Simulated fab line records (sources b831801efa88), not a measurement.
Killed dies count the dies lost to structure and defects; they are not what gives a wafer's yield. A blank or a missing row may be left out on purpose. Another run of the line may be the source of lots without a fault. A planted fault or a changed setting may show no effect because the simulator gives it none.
fab line records ; flow sky130
record lots=14; wafers=40; lastDay=50
route steps=708 shown SONOS_ONO@169 POLY_GATE@231 SD_P@331 METAL3@560
lots untouched by any fault: they come from a run of this same line in which no faults occurred
startH: the number of hours between the record's first day and the start of the first shown wafer of the lot ; waitH: hours since the lot's step before ; " repeats the value in the row above ; L1.1+2: a row that stands for several wafers ; - no value, or no start was given ; * or withheld: withheld ; < > ~ a bound
route shown NAME@n: NAME is a module with steps in the file, n the number in the route of the first one ; usual: average and standard deviation across the fault-free wafers ; same: alike in all rows ; chamber/n: place in a boat ; sites: the reading at each site ; _std_site: standard deviation across them ; _edge_site: outer sites' mean less inner sites' ; radiusMm: how far each site lies from the wafer's centre ; mask NAME#n: copy n ; behind: tool/chamber where the wafer was last shaped ; hold: reason for holding the lot/hours on hold/outcome of the hold ; device: whichever transistor did not switch (one of n, p or np) ; end of line: tests of these same wafers at the route's end ; for a step that has no rows: nothing shown but its recipe ; killed: dies lost to structure and defects at the first sort, not the wafer's yield ; map: dies across one wafer; x = killed, . = not, _ = none there
set.NAME: the setting the step ran with; set.NAME@STEP: the setting that earlier step ran with ; model.NAME: the simulator's own value behind a step, which no gauge read
one table for each step of the route and one row for each wafer, over a sample of lots
services: the hour from which a tool's chamber was out of use, counted from the record's first day as startH (under 0 if before that day), plus the number of hours and why
## steps
# step SKY_SONOS_ONO_THK_MEAS_01
# recipe reads=SiO2_of_SONOS_ONO_OXIDATION_00
# usual SONOS_ONO_OXIDATION_THK=2.58/0.053
lot.wafer;tool;chamber;startH;waitH;SONOS_ONO_OXIDATION_THK[nm]
L999.3;filmMetro-03;-;243.86;0.0;2.53
L999.4;filmMetro-03;-;243.86;0.0;2.43
L999.5;filmMetro-03;-;243.86;0.0;2.54
L100.1;filmMetro-03;-;249.95;0.0;2.56
L100.4;filmMetro-03;-;249.95;0.0;2.49
L100.6;filmMetro-03;-;249.95;0.0;2.51
L101.1;filmMetro-01;-;257.32;0.0;2.56
L101.2;filmMetro-01;-;257.32;0.0;2.61
L101.6;filmMetro-01;-;257.32;0.0;2.58
L102.1;filmMetro-03;-;265.71;0.0;2.60
L102.5;filmMetro-03;-;265.71;0.0;2.59
L102.6;filmMetro-03;-;265.71;0.0;2.55
L103.1;filmMetro-02;-;275.74;0.0;2.60
L103.3;filmMetro-02;-;275.74;0.0;2.62
L103.6;filmMetro-02;-;275.74;0.0;2.55
L104.1;filmMetro-03;-;283.17;0.0;2.51
L104.4;filmMetro-03;-;283.17;0.0;2.59
L104.6;filmMetro-03;-;283.17;0.0;2.60
L105.1;filmMetro-01;-;288.41;0.0;2.58
L105.3;filmMetro-01;-;288.41;0.0;2.52
L105.5;filmMetro-01;-;288.41;0.0;2.62
L106.2;filmMetro-01;-;297.75;0.0;2.54
L106.3;filmMetro-01;-;297.75;0.0;2.51
L106.6;filmMetro-01;-;297.75;0.0;2.53
L107.2;filmMetro-03;-;302.01;0.0;2.59
L107.4;filmMetro-03;-;302.01;0.0;2.53
L107.6;filmMetro-03;-;302.01;0.0;2.56
L109.2;filmMetro-03;-;321.48;0.0;2.62
L109.3;filmMetro-03;-;321.48;0.0;2.58
L109.5;filmMetro-03;-;321.48;0.0;2.66
L112.3;filmMetro-02;-;335.74;0.0;2.60
L112.4;filmMetro-02;-;335.74;0.0;2.56
L113.2;filmMetro-03;-;349.23;0.0;2.56
L113.5;filmMetro-03;-;349.23;0.0;2.59
L121.1;filmMetro-01;-;412.07;0.0;2.62
L121.3;filmMetro-01;-;412.07;0.0;2.61
L121.6;filmMetro-01;-;412.07;0.0;2.58
L122.2;filmMetro-03;-;419.62;0.0;2.61
L122.3;filmMetro-03;-;419.62;0.0;2.63
L122.5;filmMetro-03;-;419.62;0.0;2.63
# step SKY_POLY_GATE_ETCH_17
# recipe targetDepthNm=180; stopOn=SiO2; overEtchFrac=0.56667; chemistry=HBr/Cl2; target=poly-Si; icpW=400; biasW=100; pressureMtorr=10; HBr_flow_sccm=150; Cl2_flow_sccm=50; timeS=70.5
# usual drypumpMotorCurrentA=5.7/0.45; oesProductAu=0.985/0.0079; throttleValvePct=33.684/0.0089
lot.wafer;tool;chamber;startH;waitH;drypumpMotorCurrentA;oesProductAu;rfHoursCounterH;throttleValvePct
L999.3;rieSi-02;3;361.19;0.0;5.7;0.976;1;33.684
L999.4;rieSi-02;2;361.19;0.0;6.5;0.981;1;33.682
L999.5;rieSi-02;2;361.19;0.0;6.5;0.980;-;33.699
L100.1;rieSi-02;2;364.74;0.0;6.5;0.981;1;33.690
L100.4;rieSi-02;1;364.74;0.0;6.0;0.978;58;33.678
L100.6;rieSi-02;3;364.74;0.0;5.7;0.985;-;33.681
L101.1;rieSi-02;0;368.27;0.0;5.4;0.983;2;33.681
L101.2;rieSi-02;1;368.27;0.0;6.0;0.965;58;33.684
L101.6;rieSi-02;2;368.27;0.0;6.5;0.978;-;33.682
L102.1;rieSi-02;1;384.87;0.0;6.0;0.976;58;33.691
L102.5;rieSi-02;2;384.87;0.0;6.5;0.991;-;33.690
L102.6;rieSi-02;1;384.87;0.0;6.0;0.970;-;33.682
L103.1;rieSi-01;0;392.92;0.0;5.3;0.982;3;33.680
L103.3;rieSi-01;1;392.92;0.0;5.9;0.989;2;33.670
L103.6;rieSi-01;1;392.92;0.0;5.9;0.995;-;33.688
L104.1;rieSi-01;0;400.22;0.0;5.3;0.986;4;33.683
L104.4;rieSi-01;2;400.22;0.0;5.1;0.982;6;33.686
L104.6;rieSi-01;3;400.22;0.0;5.3;0.974;-;33.690
L105.1;rieSi-01;2;408.36;0.0;5.1;0.994;6;33.688
L105.3;rieSi-01;3;408.36;0.0;5.3;0.983;43;33.686
L105.5;rieSi-01;1;408.36;0.0;5.9;0.984;-;33.675
L106.2;rieSi-02;2;419.19;0.0;6.5;0.972;1;33.705
L106.3;rieSi-02;0;419.19;0.0;5.4;0.987;2;33.691
L106.6;rieSi-02;1;419.19;0.0;6.0;0.970;-;33.684
L107.2;rieSi-02;2;422.32;0.0;6.5;0.969;1;33.671
L107.4;rieSi-02;0;422.32;0.0;5.4;0.990;2;33.668
L107.6;rieSi-02;3;422.32;0.0;5.7;0.984;-;33.696
L109.2;rieSi-02;2;446.09;0.0;6.5;0.976;2;33.674
L109.3;rieSi-02;3;446.09;0.0;5.7;0.986;2;33.679
L109.5;rieSi-02;3;446.09;0.0;5.7;0.986;-;33.677
L112.3;rieSi-01;2;463.07;0.0;5.2;0.989;6;33.686
L112.4;rieSi-01;3;463.07;0.0;5.3;0.988;44;33.684
L113.2;rieSi-01;0;474.42;0.0;5.2;0.993;4;33.701
L113.5;rieSi-01;1;474.42;0.0;5.9;1.000;-;33.690
L121.1;rieSi-01;0;550.57;0.0;5.3;0.991;4;33.693
L121.3;rieSi-01;2;550.57;0.0;5.2;0.978;7;33.679
L121.6;rieSi-01;3;550.57;0.0;5.3;0.982;-;33.682
L122.2;rieSi-02;0;553.97;0.0;5.4;0.999;3;33.681
L122.3;rieSi-02;1;553.97;0.0;5.9;1.006;0;33.686
L122.5;rieSi-02;1;553.97;0.0;6.0;0.995;-;33.693
# step SKY_SD_P_TW_MEAS_11
# usual SD_P_TW=2845/24
lot.wafer;tool;chamber;startH;waitH;SD_P_TW
L999.3;filmMetro-03;-;577.84;0.1;2829
L999.4;filmMetro-03;-;577.84;0.1;2827
L999.5;filmMetro-03;-;577.84;0.1;2841
L100.1;filmMetro-02;-;579.59;0.1;2843
L100.4;filmMetro-02;-;579.59;0.1;2844
L100.6;filmMetro-02;-;579.59;0.1;2847
L101.1;filmMetro-03;-;585.35;0.1;2815
L101.2;filmMetro-03;-;585.35;0.1;2821
L101.6;filmMetro-03;-;585.35;0.1;2816
L102.1;filmMetro-04;-;603.05;0.1;2864
L102.5;filmMetro-04;-;603.05;0.1;2861
L102.6;filmMetro-04;-;603.05;0.1;2873
L103.1;filmMetro-04;-;609.19;0.1;2881
L103.3;filmMetro-04;-;609.19;0.1;2845
L103.6;filmMetro-04;-;609.19;0.1;2869
L104.1;filmMetro-03;-;618.64;0.1;2830
L104.4;filmMetro-03;-;618.64;0.1;2814
L104.6;filmMetro-03;-;618.64;0.1;2815
L105.1;filmMetro-03;-;625.44;0.1;2825
L105.3;filmMetro-03;-;625.44;0.1;2817
L105.5;filmMetro-03;-;625.44;0.1;2825
L106.2;filmMetro-03;-;638.03;0.1;2833
L106.3;filmMetro-03;-;638.03;0.1;2832
L106.6;filmMetro-03;-;638.03;0.1;2829
L107.2;filmMetro-04;-;640.91;0.1;2871
L107.4;filmMetro-04;-;640.91;0.1;2869
L107.6;filmMetro-04;-;640.91;0.1;2880
L109.2;filmMetro-02;-;661.21;0.1;2831
L109.3;filmMetro-02;-;661.21;0.1;2836
L109.5;filmMetro-02;-;661.21;0.1;2836
L112.3;filmMetro-02;-;675.29;0.1;2817
L112.4;filmMetro-02;-;675.29;0.1;2832
L113.2;filmMetro-04;-;685.41;0.1;2863
L113.5;filmMetro-04;-;685.41;0.1;2876
L121.1;filmMetro-02;-;755.19;0.1;2850
L121.3;filmMetro-02;-;755.19;0.1;2852
L121.6;filmMetro-02;-;755.19;0.1;2829
L122.2;filmMetro-04;-;757.80;0.1;2894
L122.3;filmMetro-04;-;757.80;0.1;2863
L122.5;filmMetro-04;-;757.80;0.1;2872
# step SKY_METAL3_EXPOSE_10
# recipe maskId=MM3; na=0.68; sourceShape=annular; sigmaInner=0.4; sigmaOuter=0.8; targetCdNm=300; doseMj=28
# same sigmaOuter=0.8
lot.wafer;tool;chamber;startH;waitH;mask
L999.3+4+5;krfScanner-01;0;880.06;-;MM3#0
L100.1+4+6;krfScanner-01;0;880.70;-;MM3#0
L101.1+2+6;krfScanner-02;0;886.38;-;MM3#0
L102.1+5+6;krfScanner-02;0;900.55;-;MM3#0
L103.1+3+6;krfScanner-02;0;905.82;-;MM3#0
L104.1+4+6;krfScanner-02;0;916.07;-;MM3#0
L105.1+3+5;krfScanner-02;0;920.55;-;MM3#0
L106.2+3+6;krfScanner-02;0;932.84;-;MM3#0
L107.2+4+6;krfScanner-01;0;934.15;-;MM3#0
L109.2+3+5;krfScanner-02;0;954.69;-;MM3#0
L112.3+4;krfScanner-02;0;969.26;-;MM3#0
L113.2+5;krfScanner-02;0;975.77;-;MM3#0
L121.1+3+6;krfScanner-01;0;1034.79;-;MM3#0
L122.2+3+5;krfScanner-01;0;1038.89;-;MM3#0
# step SKY_METAL3_CD_MEAS_13
# recipe targetCdNm=300
# usual cdNm=299.6/1.6
lot.wafer;tool;chamber;startH;waitH;cdNm
L999.3;cdSem-02;-;892.59;-;300.9
L999.4;cdSem-02;-;892.59;-;300.0
L999.5;cdSem-02;-;892.59;-;299.7
L100.1;cdSem-02;-;893.20;-;298.0
L100.4;cdSem-02;-;893.20;-;299.1
L100.6;cdSem-02;-;893.20;-;298.7
L101.1;cdSem-01;-;898.95;-;302.2
L101.2;cdSem-01;-;898.95;-;299.7
L101.6;cdSem-01;-;898.95;-;300.8
L102.1;cdSem-02;-;913.27;-;295.9
L102.5;cdSem-02;-;913.27;-;295.6
L102.6;cdSem-02;-;913.27;-;297.1
L103.1;cdSem-01;-;918.85;-;301.7
L103.3;cdSem-01;-;918.85;-;300.6
L103.6;cdSem-01;-;918.85;-;300.4
L104.1;cdSem-02;-;929.22;-;298.8
L104.4;cdSem-02;-;929.22;-;299.9
L104.6;cdSem-02;-;929.22;-;299.4
L105.1;cdSem-01;-;933.52;-;298.6
L105.3;cdSem-01;-;933.52;-;300.7
L105.5;cdSem-01;-;933.52;-;299.6
L106.2;cdSem-01;-;946.22;-;301.3
L106.3;cdSem-01;-;946.22;-;303.6
L106.6;cdSem-01;-;946.22;-;301.8
L107.2;cdSem-01;-;947.17;-;304.6
L107.4;cdSem-01;-;947.17;-;302.2
L107.6;cdSem-01;-;947.17;-;301.5
L109.2;cdSem-01;-;967.14;-;300.7
L109.3;cdSem-01;-;967.14;-;302.7
L109.5;cdSem-01;-;967.14;-;299.8
L112.3;cdSem-02;-;981.51;-;300.7
L112.4;cdSem-02;-;981.51;-;178.9
L113.2;cdSem-01;-;987.14;-;179.4
L113.5;cdSem-01;-;987.14;-;300.7
L121.1;cdSem-01;-;1045.55;-;299.7
L121.3;cdSem-01;-;1045.55;-;298.0
L121.6;cdSem-01;-;1045.55;-;298.4
L122.2;cdSem-01;-;1049.92;-;299.1
L122.3;cdSem-01;-;1049.92;-;298.6
L122.5;cdSem-01;-;1049.92;-;299.7
## services
tool;chamber;startH;hours;kind
krfScanner-02;-;363.62;3.6;pm
rieSi-02;1;371.30;3.8;repair
krfScanner-02;-;449.42;1.3;pm
krfScanner-02;-;461.05;1.0;pm
krfScanner-02;-;479.14;0.8;pm
rieSi-02;1;483.00;3.8;repair
krfScanner-02;-;532.74;1.3;repair
rieSi-02;1;598.14;8.2;repair
krfScanner-02;-;603.82;4.4;pm
rieSi-02;0;607.23;2.3;repair
krfScanner-02;-;625.32;1.3;pm
krfScanner-02;-;630.05;1.0;pm
krfScanner-02;-;647.94;0.8;pm
rieSi-02;-;686.46;11.1;repair
krfScanner-02;-;701.49;0.4;repair
krfScanner-02;-;799.05;1.0;pm
krfScanner-02;-;801.22;1.3;pm
krfScanner-02;-;807.03;4.0;pm
krfScanner-02;-;816.74;0.8;pm
krfScanner-02;-;859.39;8.4;repair
krfScanner-02;-;911.59;2.3;repair
krfScanner-02;-;968.12;1.0;pm
krfScanner-02;-;977.14;1.3;pm
krfScanner-02;-;987.77;0.8;pm
## key
firstSign step=SKY_METAL3_CD_MEAS_13; reading=cdNm; direction=down; sigmas=76; usual=299.6; struck=179.1
effect none on later readings
metAt SKY_METAL3_EXPOSE_10
struckLots L112,L113
struckWafers L112.4,L113.2
laterRowsLeftOut L112.4,L113.2
sortLeftOut L112.4,L113.2
notActingAt SKY_SONOS_ONO_THK_MEAS_01,SKY_POLY_GATE_ETCH_17,SKY_SD_P_TW_MEAS_11
onsetBetween 954.69 969.26
fault kind=processParameterDrift; tool=krfScanner-02; chamber=-; onsetH=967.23; steps=SKY_METAL3_EXPOSE_10; channel=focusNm; offset=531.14; shape=step; endH=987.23; scope=struckWafersOnly
# sortLeftOut: the simulated sort isn't trusted on such a fault, so these wafers' sort isn't shown, and their yield isn't known
# laterRowsLeftOut: the simulator's readings of these wafers behind a module that went badly wrong aren't trusted and aren't shown, but for the sort
